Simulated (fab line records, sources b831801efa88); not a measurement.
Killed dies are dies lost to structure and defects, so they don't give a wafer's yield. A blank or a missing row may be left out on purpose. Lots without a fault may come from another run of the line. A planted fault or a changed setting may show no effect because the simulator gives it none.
Which tool did it? | flow sfq_line | 15 lots, 45 wafers sampled, at 4 steps of a route of 325

WHAT THE GAUGES READ, wafer by wafer
The record holds no reading of a measuring or inspecting step that can be judged against a usual standard deviation.

WHICH TOOL RAN EACH LOT (tool, then ch and the chambers of the sampled wafers, then the start)
lot  | SFQ_TRILAYER_L0_VIA_STRIP_STRIP_017 | SFQ_TRILAYER_M0_DEP_SPUTTER_019 | SFQ_TRILAYER_I0_VIA_BARC_OPEN_VIA_ETCH_046 | SFQ_TRILAYER_M1_DEP_SPUTTER_037
L704 | rie_metal-01 ch 0,1, day 8 11:03    | pvd_sputter-03, day 8 11:51     | rie_diel-03 ch 1,2, day 17 23:20           | pvd_sputter-04, day 18 00:53
L705 | rie_metal-03 ch 0,1, day 8 18:15    | pvd_sputter-06, day 8 19:03     | rie_diel-04 ch 0,1,3, day 18 17:28         | pvd_sputter-04, day 18 18:27
L706 | rie_metal-03 ch 0,1, day 9 00:15    | pvd_sputter-05, day 9 01:03     | rie_diel-01 ch 1,2, day 19 00:40           | pvd_sputter-05, day 19 01:37
L708 | rie_metal-01 ch 0,1, day 9 14:39    | pvd_sputter-05, day 9 15:27     | rie_diel-01 ch 0,2, day 20 08:55           | pvd_sputter-05, day 20 10:29
L709 | rie_metal-03 ch 0,1, day 9 22:35    | pvd_sputter-05, day 9 23:11     | rie_diel-01 ch 0,1,2, day 20 19:34         | pvd_sputter-04, day 20 20:32
L710 | rie_metal-03 ch 0,1, day 10 07:59   | pvd_sputter-03, day 10 08:47    | rie_diel-01 ch 0,1,3, day 21 11:10         | pvd_sputter-05, day 21 12:07
L711 | rie_metal-03 ch 0,1, day 10 12:59   | pvd_sputter-03, day 10 13:35    | rie_diel-01 ch 2,3, day 21 21:10           | pvd_sputter-04, day 21 22:07
L712 | rie_metal-03 ch 0,1, day 10 18:47   | pvd_sputter-03, day 10 19:36    | rie_diel-01 ch 1,2, day 22 07:58           | pvd_sputter-04, day 22 08:55
L713 | rie_metal-03 ch 0,1, day 10 22:23   | pvd_sputter-06, day 10 23:11    | rie_diel-03 ch 0,1,3, day 22 10:22         | pvd_sputter-05, day 22 11:29
L716 | rie_metal-03 ch 0,1, day 11 18:08   | pvd_sputter-05, day 11 18:56    | rie_diel-01 ch 0,1,2, day 23 15:10         | pvd_sputter-04, day 23 16:07
L719 | rie_metal-04 ch 0,1, day 12 14:42   | pvd_sputter-06, day 12 15:30    | rie_diel-03 ch 0,1,2, day 24 17:55         | pvd_sputter-04, day 24 18:54
L723 | rie_metal-04 ch 0,1, day 14 07:46   | pvd_sputter-05, day 14 08:22    | rie_diel-04 ch 2,3, day 26 22:26           | pvd_sputter-06, day 26 23:35
L724 | rie_metal-04 ch 0,1, day 14 11:10   | pvd_sputter-05, day 14 12:22    | rie_diel-03 ch 0,2,3, day 27 05:38         | pvd_sputter-06, day 27 06:36
L725 | rie_metal-04 ch 0, day 14 16:34     | pvd_sputter-05, day 14 17:22    | rie_diel-04 ch 0,1, day 27 12:50           | pvd_sputter-06, day 27 13:48
L726 | rie_metal-03 ch 0,1, day 14 23:18   | pvd_sputter-06, day 15 00:06    | rie_diel-03 ch 0,1,3, day 27 18:50         | pvd_sputter-05, day 27 19:48
- SFQ_TRILAYER_L0_VIA_STRIP_STRIP_017: strips in O2.
- SFQ_TRILAYER_M0_DEP_SPUTTER_019: material Nb, target thk 200 nm, time 133.3 s.
- SFQ_TRILAYER_I0_VIA_BARC_OPEN_VIA_ETCH_046: etches BARC in O2, target depth 125 nm, time 41.7 s.
- SFQ_TRILAYER_M1_DEP_SPUTTER_037: material Nb, target thk 200 nm, time 133.3 s.

WHAT THE TOOLS THEMSELVES READ (means of the sampled wafers that have a number; where no wafer has one, the mark that the record gives instead)
SFQ_TRILAYER_L0_VIA_STRIP_STRIP_017.
lot  | tool         | chamber_pressure_mTorr (mTorr) | drypump_motor_current_A (A) | oes_product_au (a.u.)
L704 | rie_metal-01 | 49.98                          | 5.80                        | 1.012
L705 | rie_metal-03 | 49.96                          | 6.16                        | 0.996
L706 | rie_metal-03 | 50.01                          | 5.98                        | 1.002
L708 | rie_metal-01 | 50.00                          | 5.70                        | 1.004
L709 | rie_metal-03 | 50.02                          | 5.99                        | 1.004
L710 | rie_metal-03 | 49.96                          | 6.16                        | 1.002
L711 | rie_metal-03 | 50.05                          | 5.99                        | 1.002
L712 | rie_metal-03 | 49.97                          | 6.18                        | 0.999
L713 | rie_metal-03 | 50.04                          | 6.17                        | 0.999
L716 | rie_metal-03 | 49.99                          | 6.15                        | 1.001
L719 | rie_metal-04 | 49.98                          | 5.92                        | 0.996
L723 | rie_metal-04 | 50.01                          | 5.93                        | 0.987
L724 | rie_metal-04 | 49.94                          | 5.91                        | 0.989
L725 | rie_metal-04 | 49.96                          | 5.68                        | 0.992
L726 | rie_metal-03 | 50.02                          | 6.15                        | 0.997

SFQ_TRILAYER_M0_DEP_SPUTTER_019.
lot  | tool           | base_pressure_pa (Pa) | cathode_dc_power_W (W) | chamber_pressure_pa (Pa) | throttle_valve_pct (%)
L704 | pvd_sputter-03 | 1.29e-06              | 2000.2                 | 0.13312                  | 29.7
L705 | pvd_sputter-06 | 1.34e-06              | 2000.1                 | 0.13340                  | 30.0
L706 | pvd_sputter-05 | 1.28e-06              | 1999.8                 | 0.13309                  | 29.8
L708 | pvd_sputter-05 | 1.34e-06              | 2000.1                 | 0.13298                  | 30.9
L709 | pvd_sputter-05 | 1.29e-06              | 2000.2                 | 0.13334                  | 30.1
L710 | pvd_sputter-03 | 1.32e-06              | 2000.0                 | 0.13377                  | 30.0
L711 | pvd_sputter-03 | 1.36e-06              | 2000.3                 | 0.13330                  | 29.6
L712 | pvd_sputter-03 | 1.38e-06              | 2000.3                 | 0.13334                  | 29.8
L713 | pvd_sputter-06 | 1.35e-06              | 2000.2                 | 0.13342                  | 30.2
L716 | pvd_sputter-05 | 1.27e-06              | 1999.7                 | 0.13333                  | 29.1
L719 | pvd_sputter-06 | 1.30e-06              | 2000.3                 | 0.13331                  | 30.9
L723 | pvd_sputter-05 | 1.28e-06              | 1999.9                 | 0.10158                  | 34.7
L724 | pvd_sputter-05 | 1.25e-06              | 2000.3                 | 0.10165                  | 33.0
L725 | pvd_sputter-05 | 1.28e-06              | 1999.9                 | 0.10130                  | 34.3
L726 | pvd_sputter-06 | 1.24e-06              | 1999.8                 | 0.13306                  | 29.8

SFQ_TRILAYER_I0_VIA_BARC_OPEN_VIA_ETCH_046.
lot  | tool        | chamber_pressure_mTorr (mTorr) | drypump_motor_current_A (A) | oes_product_au (a.u.)
L704 | rie_diel-03 | 29.987                         | 5.8                         | 0.690
L705 | rie_diel-04 | 29.998                         | 5.6                         | 0.686
L706 | rie_diel-01 | 30.023                         | 6.1                         | 0.685
L708 | rie_diel-01 | 30.010                         | 5.7                         | 0.684
L709 | rie_diel-01 | 29.999                         | 5.8                         | 0.687
L710 | rie_diel-01 | 29.987                         | 5.6                         | 0.686
L711 | rie_diel-01 | 30.019                         | 5.8                         | 0.686
L712 | rie_diel-01 | 30.010                         | 6.0                         | 0.682
L713 | rie_diel-03 | 30.009                         | 6.0                         | 0.690
L716 | rie_diel-01 | 30.019                         | 5.8                         | 0.683
L719 | rie_diel-03 | 29.990                         | 6.1                         | 0.687
L723 | rie_diel-04 | 29.980                         | 5.7                         | 0.688
L724 | rie_diel-03 | 29.995                         | 6.4                         | 0.681
L725 | rie_diel-04 | 29.978                         | 5.5                         | 0.684
L726 | rie_diel-03 | 30.016                         | 6.0                         | 0.689

SFQ_TRILAYER_M1_DEP_SPUTTER_037.
lot  | tool           | base_pressure_pa (Pa) | cathode_dc_power_W (W) | chamber_pressure_pa (Pa) | throttle_valve_pct (%)
L704 | pvd_sputter-04 | 1.43e-06              | 2000.2                 | 0.13324                  | 29.4
L705 | pvd_sputter-04 | 1.39e-06              | 2000.1                 | 0.13340                  | 30.1
L706 | pvd_sputter-05 | 1.23e-06              | 1999.9                 | 0.13339                  | 30.0
L708 | pvd_sputter-05 | 1.32e-06              | 1999.9                 | 0.13353                  | 29.8
L709 | pvd_sputter-04 | 1.43e-06              | 2000.2                 | 0.13332                  | 29.7
L710 | pvd_sputter-05 | 1.34e-06              | 1999.8                 | 0.13338                  | 28.5
L711 | pvd_sputter-04 | 1.28e-06              | 2000.1                 | 0.13333                  | 30.4
L712 | pvd_sputter-04 | 1.35e-06              | 2000.0                 | 0.13344                  | 29.7
L713 | pvd_sputter-05 | 1.40e-06              | 1999.8                 | 0.13319                  | 30.2
L716 | pvd_sputter-04 | 1.37e-06              | 2000.0                 | 0.13312                  | 29.5
L719 | pvd_sputter-04 | 1.29e-06              | 2000.1                 | 0.13320                  | 29.8
L723 | pvd_sputter-06 | 1.31e-06              | 1999.8                 | 0.13363                  | 30.3
L724 | pvd_sputter-06 | 1.39e-06              | 2000.0                 | 0.13314                  | 29.7
L725 | pvd_sputter-06 | 1.45e-06              | 1999.8                 | 0.13332                  | 30.0
L726 | pvd_sputter-05 | 1.35e-06              | 1999.9                 | 0.13344                  | 28.4

THE ANSWER, worked out from the rows above alone
Rule: what is usual is taken from the lots themselves. Put in order of their means at a reading, lots are off if they are a third of the lots or fewer, leave a main group of 4 or more, and stand apart from it by a gap of 3 or more times the standard deviation of the main group's means; of several such gaps the widest counts. A main group whose means are all the same, to the digits that the tables above print for the reading, isn't used. A lot without any number at a reading at which 4 lots or more have one is off too. The other lots that the step has rows for count as sound. The gauges are gone through in route order, then the tools' own readings, and for those a lot's mean is taken as printed above. The first step at which some lot is off is used, and at that step the reading that is off furthest; a lot without a number counts as furthest.
Off: L723, L724, L725, at SFQ_TRILAYER_M0_DEP_SPUTTER_019 (chamber_pressure_pa). The main group: mean 0.13329 Pa, standard deviation 0.0002.
A tool fits if, at that step or a process step before it, it ran every lot that is off, and no sound lot after the first of them. Can't be told from this: 2 tools fit, rie_metal-04 at SFQ_TRILAYER_L0_VIA_STRIP_STRIP_017, pvd_sputter-05 at SFQ_TRILAYER_M0_DEP_SPUTTER_019.

WHAT THE SIMULATOR HAD PUT IN
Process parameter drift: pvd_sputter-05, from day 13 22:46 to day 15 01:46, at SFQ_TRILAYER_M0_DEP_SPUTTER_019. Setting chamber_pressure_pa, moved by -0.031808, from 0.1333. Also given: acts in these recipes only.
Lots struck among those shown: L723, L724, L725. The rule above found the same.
